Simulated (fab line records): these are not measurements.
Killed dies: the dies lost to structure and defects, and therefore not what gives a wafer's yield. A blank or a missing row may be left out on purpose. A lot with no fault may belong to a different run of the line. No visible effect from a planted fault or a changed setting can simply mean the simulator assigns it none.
Comparing a struck lot with a sound one	flow sfq-line	17 out of 325 route steps
Sound: these wafers, L515.1, L515.3, L515.5. Struck: wafer L525.5; the same lot's L525.2 was not struck, so it is left out; see the end for the cause.
Per side, at each step with rows, come the tool, then ch with its chambers, and then its first start. Under that, the readings that differ: sound wafers	struck wafers	difference of the means	sigmas: that difference in standard deviations of wafers without a fault.
alike: readings whose means differ by less than 2 such deviations, and words and numbers that are the same on both sides. not compared: withheld readings, readings that some wafer has no value for, bounds like >300 that may hide the same value, and numbers for which the record gives no deviation and whose values overlap.
The two part at a step that has a row with sigmas, a row that says differs or no value, or rows on one side only. Non-overlapping numbers with no deviation appear without sigmas and do not part them. Lack of a reading on every wafer of one side parts them only where that side has two or more wafers.

SFQ_TRILAYER_I7_VIA_STRIP_STRIP_191: strips in O2.
  sound on rie-metal-01 ch 1, day 74 01:59; struck on rie-metal-01 ch 1, day 78 21:22
  alike: chamber-pressure-mTorr, drypump-motor-current-A, oes-product-au
  not compared: rf-hours-counter-h
then, 8 steps without rows for these wafers: SFQ_TRILAYER_I7_VIA_STRIP_SOLV_CLEAN_192 (cleans in NMP, time 600 s); SFQ_TRILAYER_M8_LITHO_LOR_COAT_197; SFQ_TRILAYER_M8_LITHO_LOR_BAKE_198; SFQ_TRILAYER_M8_LITHO_COAT_193 (resist thk 600 nm); SFQ_TRILAYER_M8_LITHO_SOFTBAKE_199; SFQ_TRILAYER_M8_LITHO_EXPOSE_194 (exposes mask M8, target cd 2000 nm); SFQ_TRILAYER_M8_LITHO_PEB_196 (peb time 60 s); SFQ_TRILAYER_M8_LITHO_DEVELOP_195 (img clear 15 s, time 55 s).
SFQ_M8_OVL_MEAS_948:
  sound on overlay-02 at day 75 07:38; struck on overlay-02 at day 80 03:35
reading	sound	struck	difference	sigmas
M8_OVL (nm)	-12 -7 -14	4	+15	+2
then, 2 steps without rows for these wafers: SFQ_TRILAYER_M8_DEP_EVAP_197 (material Ti, target thk 20 nm, time 100 s); SFQ_TRILAYER_M8_DEP_EVAP_198 (material Pt, target thk 50 nm, time 250 s).
SFQ_TRILAYER_M8_DEP_EVAP_196: material Au, target thk 180 nm, time 900 s.
  sound on pvd-sputter-02 at day 75 07:54; struck on pvd-sputter-01 at day 80 03:51
reading	sound	struck	difference	sigmas
model.Au_of_TRILAYER_M8_DEP_EVAP_196.thk-nm (nm)	179.1 179.9 178.8	73.56	-105.71	
  alike: cathode-dc-power-W
SFQ_M8_RS_MEAS_949: measurement is done with a four-point probe.
  sound on film-metro-02 at day 75 08:25; struck on film-metro-02 at day 80 04:23
reading	sound	struck	difference	sigmas
M8_AU_RS (ohm/sq)	0.1542 0.1535 0.1542	0.4001	+0.2461	+99 or more
SFQ_M8_THK_MEAS_950: measures by xrf.
  sound on film-metro-02 at day 75 08:32; struck on film-metro-02 at day 80 04:29
reading	sound	struck	difference	sigmas
M8_AU_THK (nm)	177.0 176.8 176.0	72.3	-104.3	-61
then, 1 step without rows for these wafers: SFQ_TRILAYER_M8_LIFTOFF_LIFTOFF_197 (chemistry NMP, time 600 s).
SFQ_M8_BOW_MEAS_951:
  sound on film-metro-02 at day 75 08:46; struck on film-metro-04 at day 80 04:44
reading	sound	struck	difference	sigmas
model.etest.i7.link-ohm	1.038 1.038 1.046	1.296	+0.255	
model.etest.m8.ohm-sq	0.1543 0.1537 0.1546	0.3758	+0.2216	
  alike: M8_BOW

WHERE THEY PART
Last at SFQ_M8_THK_MEAS_950 as far as this record goes, first at SFQ_M8_OVL_MEAS_948. Later steps at which nothing parts them and some readings are alike: SFQ_M8_BOW_MEAS_951.

WHY: the cause the simulator had injected
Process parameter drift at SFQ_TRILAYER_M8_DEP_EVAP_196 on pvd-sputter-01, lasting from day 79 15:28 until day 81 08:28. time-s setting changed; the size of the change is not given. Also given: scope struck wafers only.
